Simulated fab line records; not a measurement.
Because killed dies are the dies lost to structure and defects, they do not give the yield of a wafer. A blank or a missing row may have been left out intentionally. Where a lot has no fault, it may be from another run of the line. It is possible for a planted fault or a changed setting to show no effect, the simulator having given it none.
Struck lot and sound lot, side by side + flow sky130 + 15 steps out of a route of 708
Sound: these wafers, L749.2, L749.3, L749.6. The struck wafers were L766.2, L766.4, L766.5. The cause is named last.
Each step with rows lists, per side, the tool, then ch with its chambers, then its first start. Under that, the readings that differ: sound wafers + struck wafers + difference of the means + sigmas: that difference in standard deviations of wafers without a fault.
alike: a reading whose means differ by less than 2 such deviations, as well as words and numbers matching on both sides. not compared: withheld readings; readings where some wafer has no value; bounds like >300 that might hide an equal value; numbers whose values overlap and for which the record gives no deviation.
Wherever a step has rows on one side only, a row that says differs or no value, or a row with sigmas, the two part there. When numbers do not overlap yet have no deviation, they are printed without sigmas and do not part them. A reading missing from all wafers of one side parts the sides only when that side holds two or more wafers.

first, 6 steps without rows for these wafers: SKY_SD_N_HMDS_01 (prime time 60 s); SKY_SD_N_COAT_02 (resist thk 1140 nm); SKY_SD_N_SOFTBAKE_03 (time 60 s); SKY_SD_N_EXPOSE_04 (exposes mask NSDM, target cd 380 nm); SKY_SD_N_PEB_05; SKY_SD_N_DEVELOP_06 (develop time 60 s).
SKY_SD_N_CD_MEAS_07: target cd 380 nm.
  sound on cd-sem-01, day 28 17:20; struck on cd-sem-01, day 34 08:33
  alike: cd-nm
SKY_SD_N_OVL_MEAS_08:
  sound on overlay-01, day 28 17:26; struck on overlay-02, day 34 08:39
  alike: SD_N_OVL
then, 2 steps without rows for these wafers: SKY_SD_N_IMPLANT_09; SKY_SD_N_IMPLANT_10.
SKY_SD_N_STRIP_11: strips in O2/N2.
  sound on plasma-asher-02 ch 0,1, day 28 17:46; struck on plasma-asher-01 ch 0, day 34 08:59
  alike: drypump-motor-current-A, oes-product-au, strip-time-to-endpoint-s
  not compared: rf-hours-counter-h
SKY_SD_N_TW_MEAS_12:
  sound on film-metro-04, day 28 17:53; struck on film-metro-02, day 34 09:05
  alike: SD_N_TW
SKY_SD_N_CLEAN_13: cleans in SC1/SC2, time 150 s.
  sound on wet-bench-01 ch 0, day 28 17:56; struck on wet-bench-01 ch 0, day 34 09:08
| reading          | sound       | struck   | difference | sigmas |
|------------------|-------------|----------|------------|--------|
| run-length-s (s) | 183 183 183 | 77 77 77 | -106       | -28    |
SKY_SD_N_RTA_14: time 2 s.
  sound on rtp-anneal-01 ch 0, day 28 17:59; struck on rtp-anneal-02 ch 0, day 34 09:12
  alike: lamp-power-pct, wafer_temp_C_max
-- the record jumps here: 16 days lie between the struck wafers' starts before and after (it left off in module SD_N and takes up again in module PAD_OPEN, whose first step shown is number 708 of the route) --
SKY_PAD_OPEN_PROBE_99:
  sound on prober-01, day 46 09:29; struck on prober-01, day 50 06:44
| reading                                         | sound                | struck               | difference | sigmas |
|-------------------------------------------------|----------------------|----------------------|------------|--------|
| model.etest.diode-nwell-sub.leak-log10-a-cm2    | -7.044 -7.125 -7.047 | -6.856 -6.732 -6.962 | +0.222     |        |
| model.etest.diode-pwell-dnwell.leak-log10-a-cm2 | -7.733 -7.667 -7.506 | -7.099 -7.006 -7.183 | +0.539     |        |
| model.etest.nfet_16v.off-log10-a-um             | -13.9 -13.87 -13.92  | -13.68 -13.59 -13.71 | +0.24      |        |
  alike: killed_at_M0_to_M3, killed_at_M4_up, killed-at-contacts, killed-at-front-end, killed-at-other, killed-dies, killed-open, killed-short
  not compared: model.etest.diode-dnwell-sub.leak-log10-a-cm2

== WHERE THEY PART ==
Only at SKY_SD_N_CLEAN_13, as far as this record shows. Later steps at which nothing parts them and some readings are alike: SKY_SD_N_RTA_14, SKY_PAD_OPEN_PROBE_99.

WHY: whatever the simulator had introduced
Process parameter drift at SKY_SD_N_CLEAN_13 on wet-bench-01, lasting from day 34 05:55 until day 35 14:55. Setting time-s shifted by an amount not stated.
